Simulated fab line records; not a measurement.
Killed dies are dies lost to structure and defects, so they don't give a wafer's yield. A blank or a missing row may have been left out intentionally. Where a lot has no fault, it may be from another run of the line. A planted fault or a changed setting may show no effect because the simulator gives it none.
fab line records ; flow sky130 ; part 1 of 2: steps 1 to 22 of 23
[record] lots = 7; wafers = 21; last_day = 50
route steps=708 shown CAP2M@614 METAL4@621 PAD_OPEN@708
lots with no fault: from the same line, run without faults
start_h: hours from the record's first day to the start of the lot's first wafer shown ; wait_h: time in hours since the lot's previous step ; " unchanged from the row above ; L1.1+2: several wafers, shown together as one row ; - value missing, or start not given ; * or withheld: withheld ; < > ~ a bound
route shown NAME@n: NAME is a module with steps in the file, n the number in the route of the first one ; usual: average and standard deviation across the fault-free wafers ; same: alike in all rows ; chamber/n: place in a boat ; sites: each site's reading ; _std_site: standard deviation of those values ; _edge_site: the outer-site mean with the inner-site mean subtracted ; radius_mm: how far each site lies from the wafer's centre ; mask NAME#n: copy n ; behind: the last tool/chamber to shape the wafer ; hold: cause of the lot's hold/its duration in hours/its outcome ; device: which transistor (n, p or np) failed to switch ; end of line: the tests these same wafers got at the end of their route ; for a step that has no rows: nothing shown but its recipe ; killed: count of dies lost to structure and defects at first sort (not the wafer's yield) ; map: per-die view of a wafer (x killed, . not killed, _ where there is no die)
set.NAME: the run value of the setting; set.NAME@STEP: its run value at that earlier step ; model.NAME: the simulator's own value behind a step, which no gauge read
lots seen at some steps along the route; tables by step, rows by wafer
services: the hour from which a tool's chamber was out of use, counted from the record's first day as start_h (under 0 if before that day), plus the number of hours and why
[[steps]]
[step SKY_CAP2M_DEVELOP_11]
[recipe] resist = NOVOLAK; developer = TMAH; develop_time_s = 60; dev_temp_c = 23
[step SKY_CAP2M_OVL_MEAS_12]
[usual] CAP2M_OVL = -0.2/1.5
lot.wafer;tool;chamber;start_h;wait_h;CAP2M_OVL[nm]
L732.1;overlay-02;-;997.08;0.1;1.2
L732.4;overlay-02;-;997.08;0.1;0.6
L732.5;overlay-02;-;997.08;0.1;-0.7
L733.2;overlay-02;-;1002.62;0.1;1.9
L733.5;overlay-02;-;1002.62;0.1;3.5
L733.6;overlay-02;-;1002.62;0.1;0.5
L734.4;overlay-01;-;1010.94;0.1;-0.6
L734.5;overlay-01;-;1010.94;0.1;0.4
L734.6;overlay-01;-;1010.94;0.1;1.8
L737.1;overlay-01;-;1028.76;0.1;-2.6
L737.2;overlay-01;-;1028.76;0.1;-0.7
L737.5;overlay-01;-;1028.76;0.1;-1.2
L743.1;overlay-01;-;1066.13;0.1;-1.9
L743.3;overlay-01;-;1066.13;0.1;-1.1
L743.6;overlay-01;-;1066.13;0.1;-1.2
L746.2;overlay-01;-;1082.92;0.1;-0.9
L746.3;overlay-01;-;1082.92;0.1;1.1
L746.4;overlay-01;-;1082.92;0.1;0.0
L749.1;overlay-01;-;1095.78;0.1;0.6
L749.3;overlay-01;-;1095.78;0.1;1.3
L749.5;overlay-01;-;1095.78;0.1;1.8
[step SKY_CAP2M_METAL_ETCH_13]
[recipe] target_depth_nm = 220; stop_on = SiO2; chemistry = Cl2/BCl3; target = TiN; pressure_mtorr = 10; icp_w = 900; bias_w = 48.5; Cl2_flow_sccm = 60; bcl3_flow_sccm = 30; time_s = 62.9
[usual] bias_w = 48.52/0.15; drypump_motor_current_A = 5.5/0.35; oes_product_au = 0.942/0.0085; throttle_valve_pct = 21.902/0.011
lot.wafer;tool;chamber;start_h;wait_h;bias_w;drypump_motor_current_A;oes_product_au;rf_hours_counter_h;throttle_valve_pct
L732.1;rie_metal-02;1;997.12;0.0;48.60;5.7;0.947;8;21.910
L732.4;rie_metal-02;0;997.12;0.0;48.59;6.0;0.945;-;21.872
L732.5;rie_metal-02;0;997.12;0.0;48.63;6.0;0.951;-;21.886
L733.2;rie_metal-02;0;1002.65;0.0;48.58;5.9;0.931;19;21.894
L733.5;rie_metal-02;0;1002.65;0.0;48.50;5.9;0.935;-;21.900
L733.6;rie_metal-02;1;1002.65;0.0;48.40;5.7;0.940;-;21.895
L734.4;rie_metal-04;1;1010.98;0.0;48.42;5.0;0.945;-;21.899
L734.5;rie_metal-04;1;1010.98;0.0;48.36;5.0;0.951;-;21.910
L734.6;rie_metal-04;0;1010.98;0.0;48.36;5.6;0.942;-;21.887
L737.1;rie_metal-04;1;1028.80;0.0;48.36;5.0;0.941;13;21.909
L737.2;rie_metal-04;0;1028.80;0.0;48.56;5.7;0.933;17;21.915
L737.5;rie_metal-04;1;1028.80;0.0;48.39;5.0;0.924;-;21.897
L743.1;rie_metal-01;1;1066.17;0.0;48.68;5.7;0.915;18;21.912
L743.3;rie_metal-01;1;1066.17;0.0;48.78;5.7;0.941;-;21.900
L743.6;rie_metal-01;1;1066.17;0.0;48.79;5.7;0.944;-;21.906
L746.2;rie_metal-04;1;1082.95;0.0;48.50;5.0;0.942;17;21.897
L746.3;rie_metal-04;0;1082.95;0.0;48.72;5.7;0.950;-;21.889
L746.4;rie_metal-04;1;1082.95;0.0;48.56;5.0;0.940;-;21.905
L749.1;rie_metal-04;0;1095.82;0.0;48.34;5.7;0.960;22;21.896
L749.3;rie_metal-04;0;1095.82;0.0;48.35;5.6;0.953;-;21.903
L749.5;rie_metal-04;0;1095.82;0.0;48.38;5.6;0.960;-;21.888
[step SKY_CAP2M_STRIP_14]
[recipe] chemistry = O2/N2; power_w = 1400; pressure_mtorr = 1500; platen_temp_c = withheld; o2_flow_sccm = 3000; n2_flow_sccm = 300; overash_fraction = 0.5
[usual] drypump_motor_current_A = 5.5/0.34; oes_product_au = 0.711/0.0043; strip_time_to_endpoint_s = 12.67/0.04
lot.wafer;tool;chamber;start_h;wait_h;drypump_motor_current_A;oes_product_au;rf_hours_counter_h;strip_time_to_endpoint_s
L732.1;plasma_asher-02;1;997.22;0.1;5.4;0.718;57;12.70
L732.4;plasma_asher-02;0;997.22;0.1;5.5;0.717;-;12.74
L732.5;plasma_asher-02;1;997.22;0.1;5.4;0.705;-;12.70
L733.2;plasma_asher-02;1;1002.73;0.1;5.4;0.709;57;12.68
L733.5;plasma_asher-02;0;1002.73;0.1;5.5;0.705;-;12.72
L733.6;plasma_asher-02;1;1002.73;0.1;5.4;0.714;-;12.68
L734.4;plasma_asher-03;0;1011.06;0.1;6.4;0.708;-;12.70
L734.5;plasma_asher-03;0;1011.06;0.1;6.5;0.711;-;12.63
L734.6;plasma_asher-03;1;1011.06;0.1;5.3;0.717;-;12.63
L737.1;plasma_asher-04;1;1028.88;0.1;5.3;0.711;28;12.66
L737.2;plasma_asher-04;0;1028.88;0.1;5.3;0.706;28;12.66
L737.5;plasma_asher-04;1;1028.88;0.1;5.3;0.710;-;12.68
L743.1;plasma_asher-03;0;1066.32;0.1;6.4;0.715;0;12.69
L743.3;plasma_asher-03;0;1066.32;0.1;6.4;0.707;-;12.66
L743.6;plasma_asher-03;0;1066.32;0.1;6.5;0.706;-;12.69
L746.2;plasma_asher-03;0;1083.03;0.1;6.4;0.711;2;12.71
L746.3;plasma_asher-03;1;1083.03;0.1;5.4;0.713;-;12.65
L746.4;plasma_asher-03;0;1083.03;0.1;6.4;0.708;-;12.68
L749.1;plasma_asher-04;0;1095.90;0.1;5.3;0.713;35;12.62
L749.3;plasma_asher-04;0;1095.90;0.1;5.3;0.715;-;12.59
L749.5;plasma_asher-04;0;1095.90;0.1;5.3;0.719;-;12.60
[step SKY_CAP2M_STRIP_15]
[recipe] chemistry = post_etch_residue_remover; time_s = 1200; temp_c = 72.5
[step SKY_CAP2M_CLEAN_16]
[recipe] chemistry = IPA; time_s = 180; temp_c = 25
[step SKY_CAP2M_CLEAN_17]
[recipe] chemistry = O3/DIW; dry = n2_spin
[step SKY_METAL4_DEHYDRATE_05]
[recipe] temp_c = 200; time_s = 60
[step SKY_METAL4_HMDS_06]
[recipe] prime_time_s = 60; prime_temp_c = 120
[step SKY_METAL4_COAT_07]
[recipe] resist = BARC; temp_c = withheld; time_s = withheld; spin_rpm = 3000; resist_thk_nm = 60
[step SKY_METAL4_COAT_08]
[recipe] resist = KrF-thick; spin_rpm = 3000; resist_thk_nm = 1140
[step SKY_METAL4_SOFTBAKE_09]
[recipe] temp_c = 100; time_s = 90; resist = KrF-thick
[step SKY_METAL4_EXPOSE_10]
[recipe] mask_id = MM4; na = 0.68; source_shape = annular; sigma_inner = 0.4; sigma_outer = 0.8; target_cd_nm = 300; dose_mj = 28
[usual] stage_vel_mm_s = 500.01/0.23
lot.wafer;tool;chamber;start_h;wait_h;mask;stage_vel_mm_s
L732.1;krf_scanner-02;0;1009.51;-;MM4#0;500.15
L732.4;krf_scanner-02;0;1009.51;-;MM4#0;500.02
L732.5;krf_scanner-02;0;1009.51;-;MM4#0;500.18
L733.2;krf_scanner-02;0;1014.89;-;MM4#0;499.72
L733.5;krf_scanner-02;0;1014.89;-;MM4#0;499.91
L733.6;krf_scanner-02;0;1014.89;-;MM4#0;499.98
L734.4;krf_scanner-02;0;1023.63;-;MM4#0;500.41
L734.5;krf_scanner-02;0;1023.63;-;MM4#0;499.98
L734.6;krf_scanner-02;0;1023.63;-;MM4#0;500.06
L737.1;krf_scanner-01;0;1040.89;-;MM4#0;499.70
L737.2;krf_scanner-01;0;1040.89;-;MM4#0;500.00
L737.5;krf_scanner-01;0;1040.89;-;MM4#0;500.30
L743.1;krf_scanner-01;0;1078.04;-;MM4#0;500.09
L743.3;krf_scanner-01;0;1078.04;-;MM4#0;500.06
L743.6;krf_scanner-01;0;1078.04;-;MM4#0;499.76
L746.2;krf_scanner-02;0;1094.01;-;MM4#0;500.13
L746.3;krf_scanner-02;0;1094.01;-;MM4#0;499.79
L746.4;krf_scanner-02;0;1094.01;-;MM4#0;500.09
L749.1;krf_scanner-01;0;1106.42;-;MM4#0;499.65
L749.3;krf_scanner-01;0;1106.42;-;MM4#0;499.87
L749.5;krf_scanner-01;0;1106.42;-;MM4#0;499.94
[step SKY_METAL4_PEB_11]
[recipe] peb_temp_c = withheld; peb_time_s = withheld; resist = KrF-thick
[step SKY_METAL4_DEVELOP_12]
[recipe] develop_time_s = 60; resist = KrF-thick; dev_temp_c = 21
[step SKY_METAL4_CD_MEAS_13]
[recipe] target_cd_nm = 300
[usual] cd_nm = 300.1/1.6
lot.wafer;tool;chamber;start_h;wait_h;cd_nm
L732.1;cd_sem-02;-;1020.47;-;299.2
L732.4;cd_sem-02;-;1020.47;-;299.0
L732.5;cd_sem-02;-;1020.47;-;276.5
L733.2;cd_sem-02;-;1026.09;-;302.1
L733.5;cd_sem-02;-;1026.09;-;279.7
L733.6;cd_sem-02;-;1026.09;-;300.6
L734.4;cd_sem-02;-;1034.47;-;297.3
L734.5;cd_sem-02;-;1034.47;-;274.6
L734.6;cd_sem-02;-;1034.47;-;299.1
L737.1;cd_sem-02;-;1051.67;-;298.4
L737.2;cd_sem-02;-;1051.67;-;298.4
L737.5;cd_sem-02;-;1051.67;-;299.9
L743.1;cd_sem-01;-;1087.92;-;303.0
L743.3;cd_sem-01;-;1087.92;-;302.2
L743.6;cd_sem-01;-;1087.92;-;302.8
L746.2;cd_sem-02;-;1103.94;-;301.3
L746.3;cd_sem-02;-;1103.94;-;302.4
L746.4;cd_sem-02;-;1103.94;-;302.3
L749.1;cd_sem-02;-;1116.77;-;299.8
L749.3;cd_sem-02;-;1116.77;-;298.8
L749.5;cd_sem-02;-;1116.77;-;299.6
[step SKY_METAL4_OVL_MEAS_14]
[usual] METAL4_OVL = 1/5.4
lot.wafer;tool;chamber;start_h;wait_h;METAL4_OVL[nm]
L732.1;overlay-01;-;1020.59;0.1;11
L732.4;overlay-01;-;1020.59;0.1;-1
L732.5;overlay-01;-;1020.59;0.1;1
L733.2;overlay-01;-;1026.19;0.1;10
L733.5;overlay-01;-;1026.19;0.1;-6
L733.6;overlay-01;-;1026.19;0.1;-2
L734.4;overlay-01;-;1034.55;0.1;-7
L734.5;overlay-01;-;1034.55;0.1;-8
L734.6;overlay-01;-;1034.55;0.1;-1
L737.1;overlay-01;-;1051.79;0.1;3
L737.2;overlay-01;-;1051.79;0.1;15
L737.5;overlay-01;-;1051.79;0.1;2
L743.1;overlay-02;-;1088.04;0.1;7
L743.3;overlay-02;-;1088.04;0.1;1
L743.6;overlay-02;-;1088.04;0.1;1
L746.2;overlay-01;-;1104.04;0.1;8
L746.3;overlay-01;-;1104.04;0.1;-5
L746.4;overlay-01;-;1104.04;0.1;2
L749.1;overlay-02;-;1116.89;0.1;3
L749.3;overlay-02;-;1116.89;0.1;-6
L749.5;overlay-02;-;1116.89;0.1;2
[step SKY_METAL4_DESCUM_15]
[recipe] chemistry = O2; source_power_w = 150; bias_power_w = 0; pressure_mtorr = 10; temp_c = 40; time_s = 8
[usual] drypump_motor_current_A = 5.51/0.26; oes_product_au = 1.001/0.0096
lot.wafer;tool;chamber;start_h;wait_h;drypump_motor_current_A;oes_product_au;rf_hours_counter_h;model.METAL4.cd_nm
L732.1;rie_metal-04;0;1020.62;0.0;5.58;1.007;17;298.4
L732.4;rie_metal-04;0;1020.62;0.0;5.60;1.014;-;298.1
L732.5;rie_metal-04;1;1020.62;0.0;5.00;0.986;-;275.4
L733.2;rie_metal-03;0;1026.23;0.0;5.79;1.006;-;302.7
L733.5;rie_metal-03;0;1026.23;0.0;5.75;0.990;-;280.4
L733.6;rie_metal-03;0;1026.23;0.0;5.78;1.006;-;300.9
L734.4;rie_metal-03;0;1034.58;0.0;5.79;1.001;-;298
L734.5;rie_metal-03;0;1034.58;0.0;5.78;1.001;-;275.1
L734.6;rie_metal-03;1;1034.58;0.0;5.51;0.997;-;299.4
L737.1;rie_metal-03;1;1051.83;0.0;5.53;0.994;1;298.7
L737.2;rie_metal-03;0;1051.83;0.0;5.76;1.009;13;299.3
L737.5;rie_metal-03;1;1051.83;0.0;5.55;0.987;-;299.9
L743.1;rie_metal-04;0;1088.07;0.0;5.58;1.006;21;302.3
L743.3;rie_metal-04;1;1088.07;0.0;4.98;1.000;-;301.9
L743.6;rie_metal-04;1;1088.07;0.0;4.99;1.001;-;303.1
L746.2;rie_metal-03;1;1104.07;0.0;5.55;0.989;5;302.1
L746.3;rie_metal-03;1;1104.07;0.0;5.54;0.996;-;303
L746.4;rie_metal-03;0;1104.07;0.0;5.81;0.994;-;303.6
L749.1;rie_metal-01;0;1116.92;0.0;5.31;1.005;3;299.7
L749.3;rie_metal-01;1;1116.92;0.0;5.70;0.986;-;297.8
L749.5;rie_metal-01;0;1116.92;0.0;5.28;0.996;-;299.6
[step SKY_METAL4_ETCH_16]
[recipe] chemistry = N2/H2; target = BARC; ion_energy_ev = 200; bias_w = 100; pressure_mtorr = 30; n2_flow_sccm = 100; h2_flow_sccm = 200; icp_w = 500; stop_on = SiO2; time_s = 88.2; target_depth_a = 600
[usual] bias_w = 100.05/0.3; drypump_motor_current_A = 5.52/0.27; oes_product_au = 0.626/0.0047; throttle_valve_pct = 13.206/0.009
lot.wafer;tool;chamber;start_h;wait_h;bias_w;drypump_motor_current_A;oes_product_au;rf_hours_counter_h;throttle_valve_pct
L732.1;rie_metal-04;0;1020.66;0.0;100.43;5.61;0.628;17;13.219
L732.4;rie_metal-04;0;1020.66;0.0;100.18;5.62;0.624;-;13.192
L732.5;rie_metal-04;1;1020.66;0.0;100.39;4.98;0.630;-;13.196
L733.2;rie_metal-03;0;1026.32;0.1;100.13;5.81;0.622;-;13.202
L733.5;rie_metal-03;0;1026.32;0.1;99.91;5.82;0.617;-;13.210
L733.6;rie_metal-03;0;1026.32;0.1;100.22;5.80;0.617;-;13.206
L734.4;rie_metal-03;0;1034.64;0.0;100.15;5.77;0.624;-;13.211
L734.5;rie_metal-03;0;1034.64;0.0;100.39;5.78;0.632;-;13.199
L734.6;rie_metal-03;1;1034.64;0.0;99.64;5.55;0.622;-;13.192
L737.1;rie_metal-03;1;1051.86;0.0;99.52;5.51;0.629;1;13.189
L737.2;rie_metal-03;0;1051.86;0.0;100.20;5.84;0.639;13;13.212
L737.5;rie_metal-03;1;1051.86;0.0;99.41;5.53;0.622;-;13.205
L743.1;rie_metal-04;0;1088.11;0.0;100.89;5.59;0.628;21;13.201
L743.3;rie_metal-04;1;1088.11;0.0;100.42;5.00;0.632;-;13.201
L743.6;rie_metal-04;1;1088.11;0.0;99.89;4.97;0.625;-;13.205
L746.2;rie_metal-03;1;1104.11;0.0;99.65;5.53;0.620;5;13.210
L746.3;rie_metal-03;1;1104.11;0.0;100.27;5.52;0.633;-;13.200
L746.4;rie_metal-03;0;1104.11;0.0;100.04;5.82;0.628;-;13.207
L749.1;rie_metal-01;0;1116.95;0.0;99.78;5.29;0.625;3;13.203
L749.3;rie_metal-01;1;1116.95;0.0;99.99;5.70;0.624;-;13.209
L749.5;rie_metal-01;0;1116.95;0.0;99.44;5.29;0.624;-;13.209
[step SKY_METAL4_ETCH_17]
[recipe] target = SiO2; stop_on = TiN; chemistry = C4F8/O2/Ar; source_w = 1500; bias_w = 1200; pressure_mtorr = 40; c4f8_flow_sccm = withheld; O2_flow_sccm = 6; Ar_flow_sccm = 300; time_s = 3.9; target_depth_a = 150
[usual] bias_w = 1200/3.9; oes_product_au = 0.756/0.0093
lot.wafer;tool;chamber;start_h;wait_h;bias_w;oes_product_au;rf_hours_counter_h
L732.1;rie_diel-01;2;1020.75;0.1;1202;0.750;1
L732.4;rie_diel-01;3;1020.75;0.1;1195;0.762;19
L732.5;rie_diel-01;1;1020.75;0.1;1200;0.762;-
L733.2;rie_diel-02;3;1026.48;0.1;1201;0.759;12
L733.5;rie_diel-02;0;1026.48;0.1;1195;0.766;-
L733.6;rie_diel-02;3;1026.48;0.1;1196;0.754;-
L734.4;rie_diel-02;3;1034.70;0.0;1208;0.766;12
L734.5;rie_diel-02;1;1034.70;0.0;1202;0.752;-
L734.6;rie_diel-02;0;1034.70;0.0;1204;0.770;-
L737.1;rie_diel-02;1;1051.96;0.1;1205;0.756;13
L737.2;rie_diel-02;3;1051.96;0.1;1196;0.757;13
L737.5;rie_diel-02;2;1051.96;0.1;1193;0.748;-
L743.1;rie_diel-04;3;1088.20;0.1;1201;0.756;20
L743.3;rie_diel-04;2;1088.20;0.1;1207;0.740;13
L743.6;rie_diel-04;2;1088.20;0.1;1205;0.741;-
L746.2;rie_diel-04;2;1104.20;0.1;1197;0.748;13
L746.3;rie_diel-04;3;1104.20;0.1;1199;0.763;21
L746.4;rie_diel-04;0;1104.20;0.1;1206;0.760;22
L749.1;rie_diel-04;1;1117.05;0.1;1206;0.763;11
L749.3;rie_diel-04;0;1117.05;0.1;1195;0.771;22
L749.5;rie_diel-04;3;1117.05;0.1;1198;0.773;-
[step SKY_METAL4_METAL_ETCH_18]
[recipe] target_depth_a = 8450; stop_on = SiO2; over_etch_frac = 0.3; time_s = 183.1; chemistry = Cl2/BCl3; resist_sidewall_deg = 88; pressure_mtorr = 10; icp_w = 900; bias_w = 48.5; Cl2_flow_sccm = 60; bcl3_flow_sccm = 30
[usual] bias_w = 48.47/0.15; drypump_motor_current_A = 5.50/0.29; oes_product_au = 0.865/0.0058; throttle_valve_pct = 22.264/0.0096
[same] over_etch_frac = 0.3
lot.wafer;tool;chamber;start_h;wait_h;bias_w;drypump_motor_current_A;oes_product_au;rf_hours_counter_h;throttle_valve_pct;model.METAL4.cd_nm
L732.1;rie_metal-03;0;1020.77;0.0;48.43;5.78;0.866;11;22.261;295.6
L732.4;rie_metal-03;0;1020.77;0.0;48.51;5.77;0.872;-;22.263;290.8
L732.5;rie_metal-03;0;1020.77;0.0;48.54;5.75;0.868;-;22.257;268.2
L733.2;rie_metal-04;1;1026.50;0.0;48.45;4.94;0.860;13;22.265;297.9
L733.5;rie_metal-04;0;1026.50;0.0;48.37;5.63;0.861;-;22.284;276.6
L733.6;rie_metal-04;1;1026.50;0.0;48.43;4.96;0.862;-;22.268;299.7
L734.4;rie_metal-04;1;1034.78;0.1;48.49;4.96;0.856;-;22.264;293.4
L734.5;rie_metal-04;0;1034.78;0.1;48.62;5.63;0.855;-;22.271;270.1
L734.6;rie_metal-04;1;1034.78;0.1;48.42;4.96;0.862;-;22.271;294.9
L737.1;rie_metal-01;1;1051.97;0.0;48.11;5.68;0.859;16;22.269;289.1
L737.2;rie_metal-01;1;1051.97;0.0;48.46;5.69;0.860;-;22.262;285.7
L737.5;rie_metal-01;1;1051.97;0.0;48.09;5.67;0.862;-;22.254;286.4
L743.1;rie_metal-03;1;1088.22;0.0;48.32;5.53;0.859;4;22.271;302.6
L743.3;rie_metal-03;1;1088.22;0.0;48.67;5.52;0.868;-;22.275;297.9
L743.6;rie_metal-03;1;1088.22;0.0;48.52;5.49;0.868;-;22.273;298.5
L746.2;rie_metal-01;0;1104.22;0.0;48.55;5.27;0.859;2;22.263;310.6
L746.3;rie_metal-01;0;1104.22;0.0;48.52;5.31;0.857;-;22.279;306.8
L746.4;rie_metal-01;1;1104.22;0.0;48.46;5.69;0.871;-;22.270;292
L749.1;rie_metal-03;1;1117.07;0.0;48.64;5.49;0.857;6;22.290;291
L749.3;rie_metal-03;0;1117.07;0.0;48.30;5.77;0.862;-;22.262;289.7
L749.5;rie_metal-03;0;1117.07;0.0;48.48;5.75;0.863;-;22.270;293.4
[step SKY_METAL4_STRIP_19]
[recipe] chemistry = O2/N2; power_w = 1400; pressure_mtorr = 1500; platen_temp_c = withheld; o2_flow_sccm = 3000; n2_flow_sccm = 300; overash_fraction = 0.5
[usual] drypump_motor_current_A = 5.7/0.5; oes_product_au = 0.503/0.0061; strip_time_to_endpoint_s = 6.55/0.084
lot.wafer;tool;chamber;start_h;wait_h;drypump_motor_current_A;oes_product_au;rf_hours_counter_h;strip_time_to_endpoint_s
L732.1;plasma_asher-03;0;1021.13;0.3;6.5;0.509;119;6.63
L732.4;plasma_asher-03;1;1021.13;0.3;5.4;0.510;-;6.60
L732.5;plasma_asher-03;1;1021.13;0.3;5.4;0.503;-;6.66
L733.2;plasma_asher-03;0;1026.68;0.1;6.5;0.515;119;6.54
L733.5;plasma_asher-03;1;1026.68;0.1;5.3;0.496;-;6.42
L733.6;plasma_asher-03;0;1026.68;0.1;6.5;0.501;-;6.53
L734.4;plasma_asher-02;0;1034.93;0.1;5.5;0.504;-;6.58
L734.5;plasma_asher-02;0;1034.93;0.1;5.5;0.497;-;6.32
L734.6;plasma_asher-02;1;1034.93;0.1;5.4;0.505;-;6.54
L737.1;plasma_asher-02;1;1052.33;0.3;5.4;0.504;62;6.58
L737.2;plasma_asher-02;0;1052.33;0.3;5.5;0.509;62;6.61
L737.5;plasma_asher-02;0;1052.33;0.3;5.5;0.504;-;6.60
L743.1;plasma_asher-02;1;1088.40;0.1;5.5;0.509;66;6.75
L743.3;plasma_asher-02;0;1088.40;0.1;5.5;0.513;-;6.79
L743.6;plasma_asher-02;0;1088.40;0.1;5.5;0.511;-;6.74
L746.2;plasma_asher-01;1;1104.40;0.1;5.4;0.500;95;6.52
L746.3;plasma_asher-01;1;1104.40;0.1;5.4;0.508;-;6.48
L746.4;plasma_asher-01;0;1104.40;0.1;6.6;0.511;-;6.64
L749.1;plasma_asher-01;1;1117.25;0.1;5.4;0.500;96;6.58
L749.3;plasma_asher-01;1;1117.25;0.1;5.4;0.499;-;6.48
L749.5;plasma_asher-01;0;1117.25;0.1;6.6;0.501;-;6.51
[[key]]
[first_sign] step = SKY_METAL4_CD_MEAS_13; reading = cd_nm; direction = down; sigmas = 14; usual = 300.1; struck = 276.9
effect none on later readings
[model_effect] step = SKY_METAL4_DESCUM_15; value = METAL4.cd_nm; without = 299.5; struck = 277
[model_effect] step = SKY_METAL4_METAL_ETCH_18; value = METAL4.cd_nm; without = 294.1; struck = 271.6
[model_effect] step = SKY_PAD_OPEN_PROBE_99; value = etest.met4.width_nm; without = 294.4; struck = 272
met_at SKY_METAL4_EXPOSE_10
struck_wafers L732.5,L733.5,L734.5
[fault] kind = process_parameter_drift; tool = krf_scanner-02; chamber = -; onset_h = 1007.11; steps = SKY_METAL4_EXPOSE_10; channel = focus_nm; offset = 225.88; shape = step; end_h = 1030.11; scope = struck_wafers_only
